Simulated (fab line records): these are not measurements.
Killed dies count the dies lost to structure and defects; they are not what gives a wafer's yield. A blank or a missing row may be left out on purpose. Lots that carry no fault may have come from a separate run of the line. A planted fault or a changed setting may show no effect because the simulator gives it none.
Which tool did it? / flow gf180mcu / 18 wafers from 6 lots sampled at 2 of the route's 602 steps

## WHAT THE GAUGES SHOWED, per wafer
GF_V4_CD_MEAS_14 targets a cd of 260 nm.
lot=L592; measured=day 25 12:46; on=cd sem-02; cd nm (nm)=260.9 260.8 260.5
lot=L594; measured=day 26 08:10; on=cd sem-01; cd nm (nm)=261.1 261.6 261.4
lot=L599; measured=day 27 13:02; on=cd sem-02; cd nm (nm)=261.8 261.9 261.1
lot=L605; measured=day 29 16:11; on=cd sem-01; cd nm (nm)=259.0 258.8 258.3
lot=L607; measured=day 29 23:34; on=cd sem-01; cd nm (nm)=260.6 260.6 260.2
lot=L609; measured=day 30 15:54; on=cd sem-01; cd nm (nm)=261.5 260.5 260.8

## WHAT TOOL EACH LOT RAN ON (gives the tool, then ch and the chambers of the sampled wafers, and finally the start)
lot=L592; GF_V4_DEHYDRATE_06=litho track-01 ch 0, day 25 01:25
lot=L594; GF_V4_DEHYDRATE_06=litho track-03 ch 0, day 25 20:47
lot=L599; GF_V4_DEHYDRATE_06=litho track-02 ch 0, day 27 02:59
lot=L605; GF_V4_DEHYDRATE_06=litho track-01 ch 0, day 29 06:19
lot=L607; GF_V4_DEHYDRATE_06=litho track-03 ch 0, day 29 13:26
lot=L609; GF_V4_DEHYDRATE_06=litho track-03 ch 0, day 30 05:51
- GF_V4_DEHYDRATE_06: time 60 s.

## THE ANSWER, worked out from the rows above alone
Rule: what is usual is taken from the lots themselves. Put in order of their means at a reading, lots are off if they are a third of the lots or fewer, leave a main group of 4 or more, and stand apart from it by a gap of 3 or more times the standard deviation of the main group's means; of several such gaps the widest counts. If all means in a main group match to the digits the tables above print for the reading, that group is not used. Also off: a lot with no number at a reading for which 4 or more lots have one. The other lots that the step has rows for count as sound.
Off at GF_V4_CD_MEAS_14 (cd nm): L605. Mean 261.0 nm and standard deviation 0.41 in the main group.
A tool fits if, at a process step before that reading, it ran every lot that is off, and no sound lot after the first of them. Gauges at GF_V4_CD_MEAS_14: tried the same way as those tools. One candidate fits, namely litho track-01 at GF_V4_DEHYDRATE_06. A fault onset in the window from L592 (day 25 01:25, its last sound lot) to L605 (day 29 06:19, its first lot off) fits.

## WHAT WAS PUT IN BY THE SIMULATOR
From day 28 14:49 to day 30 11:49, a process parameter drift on litho track-01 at GF_V4_DEHYDRATE_06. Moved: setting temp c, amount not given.
Shown lots that were struck: L605. The same result came from the rule above.
